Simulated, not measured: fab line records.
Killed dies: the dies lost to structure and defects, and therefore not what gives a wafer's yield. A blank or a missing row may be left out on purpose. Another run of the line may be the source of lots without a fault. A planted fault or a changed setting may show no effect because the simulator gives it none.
What tool caused it?	flow gf180mcu	13 lots with 39 wafers sampled at 5 steps, on a route of 602 steps

WHAT THE GAUGES SHOWED, per wafer
GF_M4_CD_MEAS_14 targets a cd of 280 nm. Usual: cdNm at 279.9 nm, with a standard deviation of 1.1.
lot	measured	on	cdNm (nm)	flag
L713	day 23 08:49	cdSem-02	280.5 279.8 280.8	
L714	day 23 18:42	cdSem-01	281.8 280.3 280.5	
L716	day 24 20:06	cdSem-01	280.6 281.3 281.0	
L715	day 25 02:28	cdSem-01	281.0 280.7 280.0	
L717	day 25 15:08	cdSem-02	281.4 281.2 280.4	
L718	day 26 03:18	cdSem-02	278.0 278.2 277.8	
L724	day 27 16:50	cdSem-01	278.7 279.8 279.4	
L725	day 27 21:55	cdSem-02	279.6 279.6 278.7	
L728	day 28 21:25	cdSem-01	279.5 279.9 279.8	
L729	day 28 21:44	cdSem-01	280.2 279.2 280.1	
L733	day 29 21:38	cdSem-02	279.1 279.9 280.5	
L734	day 30 04:08	cdSem-02	280.1 281.3 280.3	
L735	day 30 09:52	cdSem-01	278.8 279.1 279.6	

GF_MIM_THK_MEAS_06. Usual: MIM_CVD_05_THK 41.9 nm, standard deviation 0.63.
lot	measured	on	MIM_CVD_05_THK (nm)	flag
L713	day 24 10:53	filmMetro-02	41.5 42.5 42.8	
L714	day 24 20:45	filmMetro-04	40.9 43.1 41.6	
L716	day 25 20:37	filmMetro-01	42.2 41.5 41.9	
L715	day 26 02:36	filmMetro-01	42.3 41.4 41.6	
L717	day 26 14:59	filmMetro-02	41.3 41.9 42.0	
L718	day 27 03:04	filmMetro-02	40.7 41.6 41.7	
L724	day 28 16:07	filmMetro-01	42.6 42.2 42.8	
L725	day 28 20:38	filmMetro-04	42.5 47.0 42.6	OFF
L728	day 29 19:07	filmMetro-02	41.4 41.9 42.2	
L729	day 29 19:37	filmMetro-04	40.9 41.2 40.6	
L733	day 30 19:20	filmMetro-02	41.2 42.2 42.3	
L734	day 31 02:18	filmMetro-02	42.1 43.1 42.5	
L735	day 31 07:01	filmMetro-04	41.4 41.0 42.4	

WHAT TOOL EACH LOT RAN ON (gives the tool, then ch and the chambers of the sampled wafers, and finally the start)
lot	GF_V4_CVD_23	GF_MIM_SPUTTER_02	GF_MIM_CVD_05
L713	cvdW-01 ch 0,1, day 24 10:02	pvdSputter-01, day 24 10:44	pecvd-04 ch 0,1,2, day 24 10:50
L714	cvdW-02 ch 0,1, day 24 19:49	pvdSputter-02, day 24 20:37	pecvd-04 ch 0,2, day 24 20:42
L716	cvdW-02 ch 0,1, day 25 19:46	pvdSputter-03, day 25 20:29	pecvd-03 ch 0,1,2, day 25 20:35
L715	cvdW-01 ch 1, day 26 01:43	pvdSputter-01, day 26 02:27	pecvd-03 ch 0,1,2, day 26 02:33
L717	cvdW-01 ch 0,1, day 26 14:07	pvdSputter-02, day 26 14:51	pecvd-03 ch 1,2, day 26 14:56
L718	cvdW-01 ch 0,1, day 27 02:13	pvdSputter-03, day 27 02:56	pecvd-03 ch 0,1,2, day 27 03:02
L724	cvdW-02 ch 0,1, day 28 15:16	pvdSputter-01, day 28 15:59	pecvd-02 ch 0,1, day 28 16:05
L725	cvdW-01 ch 0,1, day 28 19:45	pvdSputter-02, day 28 20:28	pecvd-03 ch 0,1,2, day 28 20:35
L728	cvdW-02 ch 0,1, day 29 18:16	pvdSputter-01, day 29 18:59	pecvd-04 ch 1,2, day 29 19:05
L729	cvdW-01 ch 0,1, day 29 18:46	pvdSputter-03, day 29 19:30	pecvd-02 ch 0,1,2, day 29 19:35
L733	cvdW-02 ch 1, day 30 18:29	pvdSputter-01, day 30 19:12	pecvd-02 ch 0,2, day 30 19:17
L734	cvdW-02 ch 0,1, day 31 01:26	pvdSputter-03, day 31 02:10	pecvd-04 ch 1,2, day 31 02:16
L735	cvdW-02 ch 0,1, day 31 06:10	pvdSputter-02, day 31 06:53	pecvd-04 ch 0,2, day 31 06:59
- GF_V4_CVD_23: deposits W, target thk 350 nm, time 104.9 s.
- GF_MIM_SPUTTER_02: material AlCu, target thk 450 nm, time 23.9 s.
- GF_MIM_CVD_05: deposits Si3N4, target thk 42 nm, time 29.086 s.

WHAT THE TOOLS THEMSELVES READ (means of the sampled wafers that have a number; where no wafer has one, the mark that the record gives instead)
GF_V4_CVD_23. Usual: heaterPowerW at 847 W, with a standard deviation of 120.
lot	tool	heaterPowerW (W)	flag
L713	cvdW-01	835	
L714	cvdW-02	818	
L716	cvdW-02	803	
L715	cvdW-01	991	
L717	cvdW-01	927	
L718	cvdW-01	840	
L724	cvdW-02	768	
L725	cvdW-01	928	
L728	cvdW-02	814	
L729	cvdW-01	846	
L733	cvdW-02	712	
L734	cvdW-02	816	
L735	cvdW-02	756	

GF_MIM_SPUTTER_02. Usual: throttleValvePct at 30.1 %, with a standard deviation of 0.97.
lot	tool	throttleValvePct (%)	flag
L713	pvdSputter-01	30.0	
L714	pvdSputter-02	29.9	
L716	pvdSputter-03	30.1	
L715	pvdSputter-01	31.7	
L717	pvdSputter-02	29.4	
L718	pvdSputter-03	29.9	
L724	pvdSputter-01	31.3	
L725	pvdSputter-02	29.7	
L728	pvdSputter-01	30.1	
L729	pvdSputter-03	29.9	
L733	pvdSputter-01	30.1	
L734	pvdSputter-03	30.3	
L735	pvdSputter-02	29.6	

GF_MIM_CVD_05. Usual: heaterPowerW at 660 W, with a standard deviation of 83.
lot	tool	heaterPowerW (W)	flag
L713	pecvd-04	658	
L714	pecvd-04	673	
L716	pecvd-03	605	
L715	pecvd-03	636	
L717	pecvd-03	692	
L718	pecvd-03	620	
L724	pecvd-02	777	
L725	pecvd-03	659	
L728	pecvd-04	582	
L729	pecvd-02	749	
L733	pecvd-02	698	
L734	pecvd-04	599	
L735	pecvd-04	596	

THE ANSWER, worked out from the rows above alone
Rule: a lot is off if the mean of its wafers that have a number lies more than 3 standard deviations from the usual mean. A lot without any number at a reading at which 4 lots or more have one is off too. All remaining lots with rows at the step are treated as sound. Order of review: gauges by route order, followed by the tools' own readings, for which a lot's mean as printed above is used. At the first step where some lot is off, the reading lying furthest off is the one used; lots without a number count as furthest.
Off: L725, seen at GF_MIM_THK_MEAS_06 (MIM_CVD_05_THK).
A tool fits if, at a process step before that reading, it ran every lot that is off, and no sound lot after the first of them. The gauges at GF_MIM_THK_MEAS_06 are tried like those tools. One fits: GF_MIM_CVD_05 on pecvd-03. Its last sound lot is L718 (day 27 03:02), its first lot that is off L725 (day 28 20:35): a fault that began between those two fits.

WHAT THE SIMULATOR PUT IN
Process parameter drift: pecvd-03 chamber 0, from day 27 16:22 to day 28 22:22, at GF_MIM_CVD_05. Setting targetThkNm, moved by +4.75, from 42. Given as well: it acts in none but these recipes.
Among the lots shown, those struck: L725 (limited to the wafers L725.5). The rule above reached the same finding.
